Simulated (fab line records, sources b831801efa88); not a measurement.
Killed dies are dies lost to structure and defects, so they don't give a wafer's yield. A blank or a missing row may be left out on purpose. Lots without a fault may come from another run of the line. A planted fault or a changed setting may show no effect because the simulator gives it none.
One fault seen from 2 desks | flow gf180mcu | each desk has only its own numbers; what lay behind them comes last

THE METROLOGY DESK
What the gauges read, lot by lot, whatever tool the lot ran on: means of the sampled wafers that have a number. A lot is out of limits, marked OUT, if its mean lies more than 4 standard deviations from the usual mean; the brackets give that distance.
Columns: A = cd_nm at GF_V2_CD_MEAS_14, usual 260.0 nm; B = V3_CVD_00_THK at GF_V3_THK_MEAS_01, usual 606 nm; C = M4_ALCU_RS at GF_M4_RS_MEAS_05, usual 0.0699 ohm/sq; D = M4_ALCU_THK at GF_M4_THK_MEAS_06, usual 445 nm
lot  | first seen here | A     | B   | C                | D
L790 | day 20 20:50    | 260.5 | 606 | 0.0703           | 441
L791 | day 21 07:14    | 262.7 | 609 | 0.0692           | 448
L795 | day 22 23:18    | 259.4 | 608 | 0.0693           | 446
L797 | day 23 12:36    | 258.7 | 596 | 0.0695           | 446
L802 | day 25 06:48    | 261.4 | 607 | 0.0994 (+36) OUT | 315 (-23) OUT
L804 | day 25 23:22    | 259.5 | 611 | 0.1019 (+39) OUT | 307 (-25) OUT
L805 | day 26 08:39    | 258.7 | 609 | 0.0697           | 447
L807 | day 26 17:50    | 260.6 | 602 | 0.0687           | 455
L808 | day 27 01:32    | 259.4 | 605 | 0.0693           | 450
L810 | day 27 18:08    | 260.2 | 603 | 0.0706           | 439
L811 | day 28 04:26    | 259.6 | 599 | 0.0711           | 436
This desk's finding: out of limits on L802, L804; first on L802, day 27 05:58 (M4_ALCU_RS at GF_M4_RS_MEAS_05). In limits: L790, L791, L795, L797, L805, L807, L808, L810, L811.

THE TOOL OWNER'S DESK: pvd_sputter-02
The tool's own readings at GF_M4_SPUTTER_02 (material AlCu, target thk 450 nm, time 23.9 s): means of the sampled wafers that have a number, for each lot that ran on this tool. A lot is out of limits, marked OUT, if its mean lies more than 4 standard deviations from the usual mean; the brackets give that distance.
Columns: A = throttle_valve_pct at GF_M4_SPUTTER_02, usual 30.0 %
lot  | first seen here | A
L790 | day 23 00:14    | 30.3
L797 | day 25 13:17    | 30.0
L802 | day 27 05:52    | 30.9
L804 | day 27 21:13    | 30.9
This desk's finding: nothing out of limits on any of the 4 lots.

PUT TOGETHER
The metrology desk could have raised an alarm at day 27 05:58, on L802, L804.
The tool owner's desk saw nothing out of limits.
The tool owner's desk has L802, L804 on record, within its limits.
Of the lots named, all ran GF_M4_SPUTTER_02 on pvd_sputter-02.

WHAT THE SIMULATOR HAD PUT IN
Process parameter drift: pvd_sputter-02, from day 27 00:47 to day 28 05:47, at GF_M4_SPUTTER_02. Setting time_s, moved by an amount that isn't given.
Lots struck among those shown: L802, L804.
Hours from the fault's start to each desk's first reading out of limits: the metrology desk, 5.
